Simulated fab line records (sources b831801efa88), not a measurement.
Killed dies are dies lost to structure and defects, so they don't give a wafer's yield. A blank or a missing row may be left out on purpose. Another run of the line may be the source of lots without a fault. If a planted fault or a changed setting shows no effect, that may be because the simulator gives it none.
Struck lot and sound lot, side by side	flow sfq-line	14 steps out of a route of 325
Sound: the wafers L179.2, L179.3, L179.5. The struck wafers were L174.2, L174.3, L174.6. Last of all comes the cause.
Order at every step that has rows: each side's tool, ch and its chambers, its first start. Under that, the readings that differ: sound wafers	struck wafers	difference of the means	sigmas: that difference in standard deviations of wafers without a fault.
alike: readings with means less than 2 such deviations apart, plus words and numbers identical on both sides. not compared: withheld readings, readings lacking a value on some wafer, bounds such as >300 that could conceal the same value, and numbers that have no deviation in the record and whose values overlap.
The two part at a step that has a row with sigmas, a row that says differs or no value, or rows on one side only. When numbers do not overlap yet have no deviation, they are printed without sigmas and do not part them. A reading that every wafer of one side lacks parts them only if that side has two wafers or more.

SFQ_TRILAYER_I6_DEP_PECVD_165: deposits SiO2 from SiH4/N2O, time 111.11 s, target thk 500 nm.
  sound on pecvd-03 ch 0,1,2, day 69 22:13; struck on pecvd-02 ch 0,1,2, day 69 05:46
  alike: heater-power-w, throttle-valve-pct
SFQ_TRILAYER_I6_CMP_CMP_166: polishes SiO2.
  sound on cmp-02 ch 0,2,3, day 69 23:18; struck on cmp-01 ch 0,1,2, day 69 06:21
  alike: motor-current-A, slurry-filter-dp-kPa, time-to-endpoint-s
SFQ_I6_BOW_MEAS_941:
  sound on film-metro-02 at day 70 01:20; struck on film-metro-01 at day 69 08:52
  alike: I6_BOW
SFQ_TRILAYER_I6_METRO_MEASURE_167:
  sound on film-metro-02 at day 70 01:38; struck on film-metro-01 at day 69 09:10
  alike: thk-nm
then, 6 steps without rows for these wafers: SFQ_TRILAYER_I6_VIA_LITHO_COAT_174 (resist thk 62 nm); SFQ_TRILAYER_I6_VIA_LITHO_COAT_169 (resist thk 650 nm); SFQ_TRILAYER_I6_VIA_LITHO_SOFTBAKE_173; SFQ_TRILAYER_I6_VIA_LITHO_EXPOSE_170 (exposes mask I6, target cd 700 nm); SFQ_TRILAYER_I6_VIA_LITHO_PEB_172 (peb time 60 s); SFQ_TRILAYER_I6_VIA_LITHO_DEVELOP_171 (time 60 s).
SFQ_I6_OVL_MEAS_942:
  sound on overlay-01 at day 70 06:50; struck on overlay-01 at day 69 16:26
  alike: I6_OVL
SFQ_TRILAYER_I6_VIA_BARC_OPEN_VIA_ETCH_235: etches BARC in O2, target depth 125 nm, time 41.7 s.
  sound on rie-diel-03 ch 0,1,3, day 70 06:52; struck on rie-diel-04 ch 0,2, day 69 16:28
  alike: bias-w, drypump-motor-current-A, oes-product-au, rf-fwd-power-W
  not compared: rf-hours-counter-h
SFQ_TRILAYER_I6_VIA_ETCH_VIA_ETCH_172: etches SiO2 in CHF3, stops on Nb, target depth 260 nm.
  sound on rie-diel-03 ch 0,1,3, day 70 06:54; struck on rie-diel-04 ch 0,2, day 69 16:30
reading	sound	struck	difference	sigmas
rf-fwd-power-W (W)	497.5 498.9 497.5	421.4 418.7 419.1	-78.2	-52
  alike: bias-w, drypump-motor-current-A, oes-product-au
SFQ_TRILAYER_I6_VIA_STRIP_STRIP_173: strips in O2.
  sound on rie-metal-04 ch 1, day 70 07:01; struck on rie-metal-02 ch 0,1, day 69 16:37
reading	sound	struck	difference	sigmas
drypump-motor-current-A (A)	4.9 4.8 4.8	5.8 5.8 5.9	+1.0	+2
  alike: oes-product-au
  not compared: rf-hours-counter-h

== WHERE THEY PART ==
At SFQ_TRILAYER_I6_VIA_ETCH_VIA_ETCH_172 first; at SFQ_TRILAYER_I6_VIA_STRIP_STRIP_173 last (within this record only).

WHY: whatever the simulator had introduced
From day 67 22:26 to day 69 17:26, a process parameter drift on rie-diel-04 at SFQ_TRILAYER_I6_VIA_ETCH_VIA_ETCH_172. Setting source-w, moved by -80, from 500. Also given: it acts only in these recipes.
